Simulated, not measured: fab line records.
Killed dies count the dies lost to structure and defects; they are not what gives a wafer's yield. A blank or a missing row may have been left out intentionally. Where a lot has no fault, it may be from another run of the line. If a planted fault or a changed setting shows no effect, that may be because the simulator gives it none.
What tool caused it? -- flow gf180mcu -- 13 lots, 39 wafers sampled, at 4 steps of a route of 602

WHAT THE GAUGES SHOWED, per wafer
GF_NWELL_OVL_MEAS_07. Usual: NWELL_OVL -1.1 nm, standard deviation 1.5.
lot,measured,on,NWELL_OVL (nm),flag
L595,day 3 12:50,overlay-01,-3.2 -2.3 -1.0,
L596,day 3 18:25,overlay-01,-0.6 -0.7 -0.7,
L600,day 4 16:49,overlay-01,1.4 0.6 0.5,
L601,day 4 23:14,overlay-01,0.3 1.6 1.0,
L602,day 5 02:58,overlay-02,-1.2 -0.7 -0.8,
L603,day 5 08:19,overlay-02,-0.4 -0.2 -1.3,
L605,day 5 19:49,overlay-02,-0.2 -3.4 -0.1,
L606,day 5 23:49,overlay-02,0.4 -1.2 -0.8,
L607,day 6 04:16,overlay-01,-2.8 -2.0 0.0,
L611,day 7 04:40,overlay-02,-3.2 -5.0 -5.0,
L612,day 7 09:54,overlay-01,-0.5 -1.6 -0.1,
L614,day 7 21:51,overlay-01,-0.3 -0.1 1.7,
L617,day 8 16:57,overlay-02,0.0 -0.8 0.2,

GF_HV_LDD_OVL_MEAS_32. Usual: HV_LDD_02_OVL -0.2 nm, standard deviation 1.2.
lot,measured,on,HV_LDD_02_OVL (nm),flag
L595,day 11 18:38,overlay-01,-1.5 -2.3 -1.2,
L596,day 12 00:28,overlay-02,-1.0 -2.8 -1.7,
L600,day 13 17:16,overlay-01,0.9 0.2 2.1,
L601,day 13 23:05,overlay-01,-1.6 -0.4 -1.7,
L602,day 14 03:28,overlay-01,-1.8 -0.5 -1.3,
L603,day 14 15:11,overlay-01,-1.1 1.1 0.1,
L605,day 15 05:01,overlay-01,-0.3 0.2 1.3,
L606,day 15 10:32,overlay-01,2.4 2.5 0.8,
L607,day 15 18:28,overlay-01,0.5 0.5 -1.3,
L611,day 17 01:32,overlay-01,326.5 327.4 324.4,OFF
L612,day 17 13:25,overlay-02,325.0 327.1 325.9,OFF
L614,day 18 01:25,overlay-01,-0.1 0.4 -0.6,
L617,day 19 10:31,overlay-01,327.0 326.3 327.3,OFF

GF_CONTACT_BOW_MEAS_05. Usual: CONTACT_BOW 66 um, standard deviation 7.1.
lot,measured,on,CONTACT_BOW (um),flag
L595,day 15 10:30,film metro-04,62 64 79,
L596,day 15 18:25,film metro-04,61 70 60,
L600,day 17 15:40,film metro-03,76 72 67,
L601,day 17 20:18,film metro-03,64 61 61,
L602,day 18 00:58,film metro-04,70 57 70,
L603,day 18 12:41,film metro-01,59 76 62,
L605,day 19 05:04,film metro-01,67 63 69,
L606,day 19 11:42,film metro-04,84 62 61,
L607,day 19 21:40,film metro-03,63 75 64,
L611,day 21 08:48,film metro-03,69 62 65,
L612,day 21 17:52,film metro-01,63 68 57,
L614,day 22 05:26,film metro-01,51 68 59,
L617,day 23 15:34,film metro-01,72 68 49,

TOOL THAT RAN EACH LOT (tool first, then ch and the chambers of the sampled wafers, then the start)
lot,GF_HV_LDD_EXPOSE_28
L595,"iline stepper-01 ch 0, day 11 09:48"
L596,"iline stepper-01 ch 0, day 11 15:12"
L600,"iline stepper-01 ch 0, day 13 07:34"
L601,"iline stepper-02 ch 0, day 13 13:16"
L602,"iline stepper-01 ch 0, day 13 17:41"
L603,"iline stepper-02 ch 0, day 14 04:23"
L605,"iline stepper-02 ch 0, day 14 18:02"
L606,"iline stepper-02 ch 0, day 14 23:39"
L607,"iline stepper-01 ch 0, day 15 07:38"
L611,"iline stepper-01 ch 0, day 16 14:39"
L612,"iline stepper-01 ch 0, day 17 02:39"
L614,"iline stepper-02 ch 0, day 17 14:12"
L617,"iline stepper-01 ch 0, day 18 22:31"
- GF_HV_LDD_EXPOSE_28: exposes mask Nplus HV AREA, target cd 400 nm.

WHAT THE TOOLS THEMSELVES READ (means of the sampled wafers that have a number; where no wafer has one, the mark that the record gives instead)
GF_HV_LDD_EXPOSE_28. Usual: stage vel mm s 499.99 mm/s, standard deviation 0.3.
lot,tool,stage vel mm s (mm/s),flag
L595,iline stepper-01,499.64,
L596,iline stepper-01,499.75,
L600,iline stepper-01,500.36,
L601,iline stepper-02,499.69,
L602,iline stepper-01,499.97,
L603,iline stepper-02,499.99,
L605,iline stepper-02,500.24,
L606,iline stepper-02,500.16,
L607,iline stepper-01,499.84,
L611,iline stepper-01,499.71,
L612,iline stepper-01,499.98,
L614,iline stepper-02,500.56,
L617,iline stepper-01,500.07,

THE ANSWER, worked out from the rows above alone
Rule: take the mean of a lot's wafers that have a number; if it is more than 3 standard deviations from the usual mean, the lot is off. A lot without any number at a reading at which 4 lots or more have one is off too. Any other lot the step has rows for is counted as sound. Order of review: gauges by route order, followed by the tools' own readings, for which a lot's mean as printed above is used. At the first step where some lot is off, the reading lying furthest off is the one used; lots without a number count as furthest.
Off: at GF_HV_LDD_OVL_MEAS_32 (HV_LDD_02_OVL), L611, L612, L617.
A tool fits if, at a process step before that reading, it ran every lot that is off, and no sound lot after the first of them. The gauges at GF_HV_LDD_OVL_MEAS_32 are tried like those tools. One fits: iline stepper-01 at GF_HV_LDD_EXPOSE_28. Its last sound lot is L607 (day 15 07:38), its first lot that is off L611 (day 16 14:39): a fault that began between those two fits.

WHAT THE SIMULATOR PUT IN
Scanner matching overlay: iline stepper-01, from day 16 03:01 on, at GF_HV_LDD_EXPOSE_28. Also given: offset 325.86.
Shown lots that were struck: L611, L612, L617. The same result came from the rule above.
